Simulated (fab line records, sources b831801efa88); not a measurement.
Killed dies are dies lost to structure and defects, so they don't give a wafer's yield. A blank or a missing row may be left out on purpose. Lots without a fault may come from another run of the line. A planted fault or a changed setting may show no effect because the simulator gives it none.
A struck lot beside a sound one | flow gf180mcu | 18 steps out of a route of 602
Sound: wafers L332.1, L332.2, L332.6. Struck: wafer L335.4. (L335.3, L335.5 of the same lot were not struck and are left out.) The cause comes at the end.
At each step with rows: each side's tool, then ch and its chambers, then its first start. Under that, the readings that differ: sound wafers | struck wafers | difference of the means | sigmas: that difference in standard deviations of wafers without a fault.
alike: readings whose means differ by less than 2 such deviations, and words and numbers that are the same on both sides. not compared: withheld readings, readings that some wafer has no value for, bounds like >300 that may hide the same value, and numbers for which the record gives no deviation and whose values overlap.
The two part at a step that has a row with sigmas, a row that says differs or no value, or rows on one side only. Numbers that don't overlap but have no deviation are shown without sigmas and don't part them. A reading that every wafer of one side lacks parts them only if that side has two wafers or more.

first, 3 steps without rows for these wafers: GF_V3_EXPOSE_11 (exposes mask Via3, target cd 260 nm); GF_V3_PEB_12 (peb time 90 s); GF_V3_DEVELOP_13 (develop time 60 s).
GF_V3_CD_MEAS_14: target cd 260 nm.
  sound on cd_sem-02, day 22 17:39; struck on cd_sem-02, day 24 07:54
  alike: cd_nm
GF_V3_OVL_MEAS_15:
  sound on overlay-01, day 22 17:46; struck on overlay-01, day 24 07:59
  alike: V3_OVL
GF_V3_ETCH_16: etches BARC in N2/H2.
  sound on rie_diel-03 ch 2,3, day 22 17:48; struck on rie_diel-03 ch 0, day 24 08:01
  alike: drypump_motor_current_A, oes_product_au, throttle_valve_pct
GF_V3_ETCH_17: etches SiO2 in C4F8/O2/Ar, stops on TiN, target depth 635 nm.
  sound on rie_diel-03 ch 2,3; struck on rie_diel-03 ch 0
  alike: oes_product_au
GF_V3_STRIP_18: strips in O2/N2.
  sound on plasma_asher-04 ch 0,1, day 22 17:56; struck on plasma_asher-01 ch 0, day 24 08:11
  reading                     | sound       | struck | difference | sigmas
  drypump_motor_current_A (A) | 5.8 5.2 5.2 | 6.4    | +1.0       | +2
  alike: heater_power_w, oes_product_au
  not compared: rf_hours_counter_h
then, 2 steps without rows for these wafers: GF_V3_STRIP_19 (strips in post etch residue remover, time 1200 s); GF_V3_CLEAN_20 (cleans in DIW).
GF_V3_SPUTTER_21: material Ti, target thk 15 nm, time 80.02 s.
  sound on pvd_sputter-01, day 22 18:53; struck on pvd_sputter-02, day 24 09:02
  alike: substrate_temp_c, throttle_valve_pct
GF_V3_SPUTTER_22: material TiN, target thk 10 nm, time 40 s.
  sound on pvd_sputter-01, day 22 18:56; struck on pvd_sputter-02, day 24 09:05
  alike: throttle_valve_pct
GF_V3_CVD_23: deposits W, target thk 350 nm, time 104.9 s.
  sound on cvd_w-01 ch 0,1, day 22 18:59; struck on cvd_w-01 ch 0, day 24 09:10
  reading                          | sound             | struck | difference | sigmas
  model.W_of_V3_CVD_23.thk_nm (nm) | 351.4 348.1 352.7 | 452.4  | +101.7     |
  alike: heater_power_w
GF_V3_RS_MEAS_24: measures by four-point-probe.
  sound on film_metro-01, day 22 19:05; struck on film_metro-02, day 24 09:17
  reading          | sound                | struck | difference | sigmas
  V3_W_RS (ohm/sq) | 0.3260 0.3288 0.3250 | 0.2524 | -0.0742    | -27
GF_V3_THK_MEAS_25: measures by xrf.
  sound on film_metro-01, day 22 19:13; struck on film_metro-02, day 24 09:23
  reading       | sound       | struck | difference | sigmas
  V3_W_THK (nm) | 346 344 347 | 445    | +99        | +28
GF_V3_CMP_26: polishes, stops on SiO2, t overpolish 15 s, target thk 0 nm.
  sound on cmp-02 ch 1,2, day 22 19:23; struck on cmp-01 ch 2, day 24 09:25
  reading                | sound          | struck | difference | sigmas
  time_to_endpoint_s (s) | 85.5 84.5 85.3 | 104.4  | +19.3      | +7
  alike: motor_current_A, platen_rpm
then, 2 steps without rows for these wafers: GF_M4_SPUTTER_00 (material Ti, target thk 37.5 nm, time 150 s); GF_PASSIVATION_PROBE_99.

WHERE THEY PART
First at GF_V3_STRIP_18; last, within this record, at GF_V3_CMP_26.

WHY: what the simulator had put in
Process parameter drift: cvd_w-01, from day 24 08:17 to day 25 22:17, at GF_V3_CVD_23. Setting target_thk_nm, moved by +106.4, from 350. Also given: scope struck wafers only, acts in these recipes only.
